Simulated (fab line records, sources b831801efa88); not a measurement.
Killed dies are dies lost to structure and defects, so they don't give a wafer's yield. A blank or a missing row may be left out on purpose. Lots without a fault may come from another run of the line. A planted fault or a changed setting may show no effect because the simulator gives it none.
fab line records | flow gf180mcu | part 2 of 2: steps 31 to 41 of 41
record lots=5 wafers=15 last_day=34
route steps=602 shown CONTACT@297 M1@315 V1@335
lots that met no fault: from a run of the same line without faults
start_h: hours from the record's first day to the start of the lot's first wafer shown | wait_h: hours since the lot's step before | " the same as in the row above | L1.1+2: a row that stands for several wafers | - no value, or no start given | * or withheld: withheld | < > ~ a bound
route shown NAME@n: a module of which the file shows steps, and the number in the route of the first | usual: mean/standard deviation of fault-free wafers | same: alike in all rows | chamber/n: place in a boat | sites: the reading at each site | _std_site: their standard deviation | _edge_site: outer sites' mean less inner sites' | radius_mm: how far each site lies from the wafer's centre | mask NAME#n: copy n | behind: the tool/chamber that last shaped the wafer | hold: why the lot was held/for how many hours/how that ended | device: the transistor (n, p or np) that didn't switch | end of line: the same wafers' tests at the end of the route | a step without rows: its recipe alone | killed: dies lost to structure and defects at the first sort, not the wafer's yield | map: a wafer's dies, x killed, . not, _ none there
set.NAME: the setting as run; set.NAME@STEP: as run at that earlier step | model.NAME: the simulator's own value behind a step, which no gauge read
lots at some steps of the route; a table a step, a row a wafer
services: from which hour (start_h, from the record's first day; less than 0 if before it) a tool's chamber was out of use, for how many hours, and why
## steps
# step GF_M1_PEB_12
# recipe peb_temp_c=135 peb_time_s=90 resist=KrF
# columns lot.wafer tool chamber start_h wait_h
L080.1+2+5 litho_track-04 0 - -
L083.2+5+6 litho_track-03 0 - -
L084.1+4+5 litho_track-04 0 - -
L086.1+4+5 litho_track-04 0 - -
L095.1+4+5 litho_track-03 0 - -
# step GF_M1_DEVELOP_13
# recipe develop_time_s=60 dev_temp_c=21
# columns lot.wafer tool chamber start_h wait_h
L080.1+2+5 litho_track-04 0 444.34 0.2
L083.2+5+6 litho_track-03 0 470.74 0.2
L084.1+4+5 litho_track-04 0 483.09 0.2
L086.1+4+5 litho_track-04 0 500.89 0.2
L095.1+4+5 litho_track-03 0 569.27 0.2
# step GF_M1_CD_MEAS_14
# recipe target_cd_nm=230
# usual cd_nm=229.8/1.2
# columns lot.wafer tool chamber start_h wait_h cd_nm
L080.1 cd_sem-01 - 444.49 0.1 231.8
L080.2 " - " " 230.0
L080.5 " - " " 230.8
L083.2 cd_sem-02 - 470.89 0.1 228.7
L083.5 " - " " 227.7
L083.6 " - " " 227.7
L084.1 cd_sem-02 - 483.24 0.1 229.7
L084.4 " - " " 230.5
L084.5 " - " " 229.8
L086.1 cd_sem-02 - 501.04 0.1 230.7
L086.4 " - " " 231.2
L086.5 " - " " 231.1
L095.1 cd_sem-01 - 569.42 0.1 229.8
L095.4 " - " " 230.8
L095.5 " - " " 231.3
# step GF_M1_OVL_MEAS_15
# usual M1_OVL=0/4.8
# columns lot.wafer tool chamber start_h wait_h M1_OVL[nm]
L080.1 overlay-01 - 444.61 0.1 11
L080.2 " - " " 3
L080.5 " - " " 8
L083.2 overlay-01 - 470.99 0.1 0
L083.5 " - " " -1
L083.6 " - " " 1
L084.1 overlay-01 - 483.36 0.1 -9
L084.4 " - " " 1
L084.5 " - " " -1
L086.1 overlay-02 - 501.16 0.1 0
L086.4 " - " " 5
L086.5 " - " " 1
L095.1 overlay-02 - 569.54 0.1 6
L095.4 " - " " -2
L095.5 " - " " 1
# step GF_M1_METAL_ETCH_16
# recipe chemistry=Cl2/BCl3 mask_material=KrF target_depth_nm=627.5 stop_on=SiO2 pressure_mtorr=8 icp_w=800 bias_w=140 Cl2_flow_sccm=80 bcl3_flow_sccm=40 time_s=104.6
# usual drypump_motor_current_A=5.8/0.58 oes_product_au=0.974/0.0066 throttle_valve_pct=28.247/0.011
# columns lot.wafer tool chamber start_h wait_h drypump_motor_current_A oes_product_au rf_hours_counter_h throttle_valve_pct
L080.1 rie_metal-02 1 444.65 0.0 5.3 0.965 7 28.240
L080.2 " 0 " " 6.0 0.974 9 28.243
L080.5 " 1 " " 5.3 0.964 - 28.250
L083.2 rie_metal-02 0 471.02 0.0 6.1 0.967 10 28.234
L083.5 " 0 " " 6.0 0.969 - 28.243
L083.6 " 1 " " 5.3 0.974 - 28.259
L084.1 rie_metal-02 0 483.40 0.0 6.0 0.969 10 28.250
L084.4 " 0 " " 6.0 0.972 - 28.234
L084.5 " 0 " " 6.0 0.967 - 28.239
L086.1 rie_metal-03 0 501.20 0.0 6.6 0.982 11 28.255
L086.4 " 1 " " 5.0 0.974 - 28.238
L086.5 " 1 " " 5.0 0.984 - 28.230
L095.1 rie_metal-03 1 569.57 0.0 5.0 0.967 6 28.230
L095.4 " 1 " " 5.0 0.974 - 28.245
L095.5 " 0 " " 6.7 0.978 - 28.240
# step GF_M1_STRIP_17
# recipe chemistry=O2/N2 power_w=1400 pressure_mtorr=1500 platen_temp_c=250 o2_flow_sccm=3000 n2_flow_sccm=300 overash_fraction=0.5
# usual drypump_motor_current_A=5.66/0.28 heater_power_w=337/17 oes_product_au=0.557/0.0049 strip_time_to_endpoint_s=7.86/0.048
# columns lot.wafer tool chamber start_h wait_h drypump_motor_current_A heater_power_w oes_product_au rf_hours_counter_h strip_time_to_endpoint_s
L080.1 plasma_asher-02 1 444.76 0.1 5.93 311 0.556 1 7.86
L080.2 " 0 " " 6.06 332 0.558 1 7.87
L080.5 " 1 " " 5.96 312 0.555 - 7.79
L083.2 plasma_asher-02 0 471.17 0.1 6.03 343 0.550 4 7.82
L083.5 " 0 " " 6.02 331 0.565 - 7.89
L083.6 " 1 " " 5.95 312 0.551 - 7.83
L084.1 plasma_asher-04 1 483.51 0.1 5.46 324 0.565 68 7.95
L084.4 " 1 " " 5.46 329 0.564 - 7.94
L084.5 " 1 " " 5.48 324 0.561 - 7.89
L086.1 plasma_asher-04 1 501.31 0.1 5.46 320 0.555 70 7.87
L086.4 " 1 " " 5.45 321 0.547 - 7.80
L086.5 " 1 " " 5.46 326 0.552 - 7.83
L095.1 plasma_asher-04 0 569.68 0.1 5.38 355 0.558 78 7.85
L095.4 " 0 " " 5.38 363 0.553 - 7.86
L095.5 " 0 " " 5.41 365 0.558 - 7.93
# step GF_M1_STRIP_18
# recipe chemistry=post_etch_residue_remover time_s=1200 temp_c=72.5
# columns lot.wafer tool chamber start_h wait_h
L080.1+2+5 wet_bench-03 2 444.86 0.1
L083.2+5+6 wet_bench-03 0 471.27 0.1
L084.1+4+5 wet_bench-04 1 483.61 0.1
L086.1+4+5 wet_bench-04 0 501.41 0.1
L095.1+4+5 wet_bench-04 1 569.78 0.1
# step GF_M1_CLEAN_19
# recipe chemistry=DIW dry=n2_spin
# columns lot.wafer tool chamber start_h wait_h
L080.1+2+5 wet_bench-03 3 445.20 0.0
L083.2+5+6 wet_bench-04 3 471.61 0.0
L084.1+4+5 wet_bench-03 2 483.95 0.0
L086.1+4+5 wet_bench-03 0 502.09 0.0
L095.1+4+5 wet_bench-03 0 570.13 0.0
# step GF_V1_CVD_00
# recipe material=SiO2 target_thk_nm=600 sigma_open_frac=0.3 temp_c=400 time_s=100 sih4_flow_sccm=60 pressure_mtorr=6
# columns lot.wafer tool chamber start_h wait_h
L080.1+2+5 hdpcvd-02 2,1,2 445.29 0.0
L083.2+5+6 hdpcvd-02 0,2,1 471.71 0.0
L084.1+4+5 hdpcvd-02 0,2,1 484.05 0.0
L086.1+4+5 hdpcvd-01 2,1,0 502.19 0.0
L095.1+4+5 hdpcvd-01 1,1,0 570.22 0.0
# step GF_V1_THK_MEAS_01
# recipe reads=SiO2_of_V1_CVD_00
# usual V1_CVD_00_THK=602/5.8
# columns lot.wafer tool chamber start_h wait_h V1_CVD_00_THK[nm]
L080.1 film_metro-01 - 445.37 0.0 604
L080.2 " - " " 607
L080.5 " - " " 602
L083.2 film_metro-01 - 471.79 0.0 596
L083.5 " - " " 606
L083.6 " - " " 608
L084.1 film_metro-01 - 484.12 0.0 605
L084.4 " - " " 611
L084.5 " - " " 612
L086.1 film_metro-01 - 502.27 0.0 608
L086.4 " - " " 605
L086.5 " - " " 598
L095.1 film_metro-02 - 570.29 0.0 605
L095.4 " - " " 608
L095.5 " - " " 597
# step GF_V1_CVD_02
# recipe material=SiO2 target_thk_nm=850 precursor=TEOS temp_c=400 time_s=94.851 rf_w=600
# usual heater_power_w=645/70
# columns lot.wafer tool chamber start_h wait_h heater_power_w
L080.1 pecvd-01 2 445.43 0.1 658
L080.2 " 1 " " 665
L080.5 " 0 " " 571
L083.2 pecvd-04 2 471.84 0.0 746
L083.5 " 0 " " 659
L083.6 " 1 " " 690
L084.1 pecvd-01 2 484.18 0.1 777
L084.4 " 1 " " 622
L084.5 " 2 " " 826
L086.1 pecvd-02 1 502.33 0.1 710
L086.4 " 1 " " 746
L086.5 " 0 " " 595
L095.1 pecvd-02 2 570.35 0.1 547
L095.4 " 1 " " 676
L095.5 " 0 " " 551
## services
# columns tool chamber start_h hours kind
cvd_w-02 - 390.00 14.0 pm
pvd_sputter-02 - 395.47 3.2 repair
rie_diel-01 2 396.88 6.7 repair
rie_diel-01 1 396.99 7.8 repair
cvd_w-02 - 404.00 6.0 pm
pvd_sputter-02 - 410.25 1.6 repair
rie_diel-01 2 423.60 10.3 repair
krf_scanner-02 - 439.43 1.0 pm
krf_scanner-01 - 446.40 1.0 pm
krf_scanner-01 - 453.34 1.3 pm
rie_diel-01 - 454.09 1.3 repair
krf_scanner-02 - 456.85 1.3 pm
wet_bench-02 - 460.72 1.9 pm
krf_scanner-02 - 460.89 0.8 pm
rie_diel-01 1 470.25 8.8 repair
rie_diel-01 - 485.48 2.8 pm
krf_scanner-01 - 495.36 36.0 pm
rie_diel-01 3 510.42 13.3 repair
pvd_sputter-02 - 518.31 2.4 repair
krf_scanner-01 - 539.03 3.9 repair
krf_scanner-01 - 543.48 0.3 repair
krf_scanner-01 - 543.90 0.8 pm
krf_scanner-01 - 560.27 0.9 repair
wet_bench-02 - 564.42 2.7 repair
